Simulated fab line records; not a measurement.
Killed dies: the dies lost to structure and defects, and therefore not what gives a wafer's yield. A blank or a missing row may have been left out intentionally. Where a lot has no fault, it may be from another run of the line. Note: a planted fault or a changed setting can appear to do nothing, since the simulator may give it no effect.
Split-lot trial + flow gf180mcu + route with 602 steps; 5 lots, 23 wafers read

## THE SPLIT
At GF_V3_CVD_23 (deposits W, target thk 350 nm, time 104.9 s), the setting temp c was moved away from the recipe's 400 C on 8 of the 23 wafers read, by -1.5% to +2.2%. This setting was run at the recipe's value on the other wafers.

The file shows no step between the split and the reading.

## THE READING
Measured at GF_V3_RS_MEAS_24 by four-point probe: V3_W_RS, in ohm/sq. On this fab line, fault-free wafers typically give 0.3272 ohm/sq with a standard deviation of 0.003 ohm/sq.

| wafer  | tool, chamber at the split | temp c as run, C | against the recipe | V3_W_RS, ohm/sq | against lot-mates on the recipe |
|--------|----------------------------|------------------|--------------------|-----------------|---------------------------------|
| L077.1 | cvd w-02, 0,1,0,1,0        | 400              | recipe             | 0.3226          | -                               |
| L077.2 | cvd w-02, 0,1,0,1,0        | 400              | recipe             | 0.3263          | -                               |
| L077.3 | cvd w-02, 0,1,0,1,0        | 400              | recipe             | 0.3247          | -                               |
| L077.5 | cvd w-02, 0,1,0,1,0        | 400              | recipe             | 0.3258          | -                               |
| L077.6 | cvd w-02, 0,1,0,1,0        | 400              | recipe             | 0.3241          | -                               |
| L078.1 | cvd w-01, 0                | 400              | recipe             | 0.3280          | -                               |
| L078.2 | cvd w-01, 1                | 408.9            | +2.2%              | 0.2824          | -0.0445                         |
| L078.3 | cvd w-01, 1                | 408.9            | +2.2%              | 0.2781          | -0.0488                         |
| L078.5 | cvd w-01, 0                | 400              | recipe             | 0.3258          | -                               |
| L078.6 | cvd w-01, 1                | 408.9            | +2.2%              | 0.2799          | -0.0470                         |
| L079.1 | cvd w-02, 1,0,1            | 400              | recipe             | 0.3227          | -                               |
| L079.4 | cvd w-02, 1,0,1            | 400              | recipe             | 0.3245          | -                               |
| L079.6 | cvd w-02, 1,0,1            | 400              | recipe             | 0.3262          | -                               |
| L082.1 | cvd w-02, 1                | 394.2            | -1.5%              | 0.3605          | +0.0339                         |
| L082.2 | cvd w-02, 0                | 400              | recipe             | 0.3270          | -                               |
| L082.3 | cvd w-02, 1                | 394.2            | -1.5%              | 0.3619          | +0.0353                         |
| L082.5 | cvd w-02, 0                | 400              | recipe             | 0.3262          | -                               |
| L082.6 | cvd w-02, 1                | 394.2            | -1.5%              | 0.3599          | +0.0333                         |
| L084.1 | cvd w-02, 1,0,0            | 400              | recipe             | 0.3270          | -                               |
| L084.2 | cvd w-02, 1,0,0            | 400              | recipe             | 0.3309          | -                               |
| L084.4 | cvd w-02, 1                | 406.3            | +1.6%              | 0.2937          | -0.0354                         |
| L084.5 | cvd w-02, 1,0,0            | 400              | recipe             | 0.3294          | -                               |
| L084.6 | cvd w-02, 1                | 406.3            | +1.6%              | 0.2923          | -0.0368                         |
The file does not say which wafer passed through which chamber wherever a row lists several chambers: such a row stands for several wafers.

FIT RESULTS
A straight line over all 23 wafers: V3_W_RS changes by -0.0217 ohm/sq for each +1% of temp c; r = -0.99; the points scatter about the line by 0.0024 ohm/sq.
The same after taking each lot's own level away (the mean of its wafers on the recipe; 23 wafers): -0.0221 ohm/sq for each +1%; r = -1.00; scatter 0.0018 ohm/sq.
That fit puts the effect of the largest move of temp c on the reading at 0.049 ohm/sq.
The lots' own levels span 0.32447 to 0.32910 ohm/sq, that is 1.5 times the standard deviation above.
The two slopes agree, so the slope changes little with the lot-to-lot level.
Check: for one of the wafers moved furthest among these (+2.2%), held out of the fit, the line's prediction against its lot-mates is -0.0497 ohm/sq. It came out at -0.0445 ohm/sq against them.

## THE OTHER SPLITS THESE WAFERS WENT THROUGH
These wafers also went through other splits before the reading. Each is held against what the fit with the lots' levels taken away leaves over:
| other split on the same wafers       | wafers away from the commonest value | r with V3_W_RS (lot level and that fit taken away) |
|--------------------------------------|--------------------------------------|----------------------------------------------------|
| GF_SALICIDE_SPUTTER_03 power w       | 5                                    | +0.00                                              |
| GF_V1_CVD_00 sih4 flow sccm          | 4                                    | +0.26                                              |
| GF_V1_CVD_02 time s                  | 11                                   | +0.18                                              |
| GF_V2_CVD_00 sih4 flow sccm          | 6                                    | +0.18                                              |
| GF_V2_CVD_23 pressure torr           | 18                                   | +0.23                                              |
| GF_M3_SPUTTER_00 chamber pressure pa | 15                                   | -0.10                                              |
| GF_V3_COAT_09 resist thk nm          | 7                                    | -0.15                                              |
| GF_V3_PEB_12 peb time s              | 8                                    | +0.47                                              |

## FILE'S OWN FIT
V3_W_RS changes by -0.0221 ohm/sq for each +1% of temp c, r = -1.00.
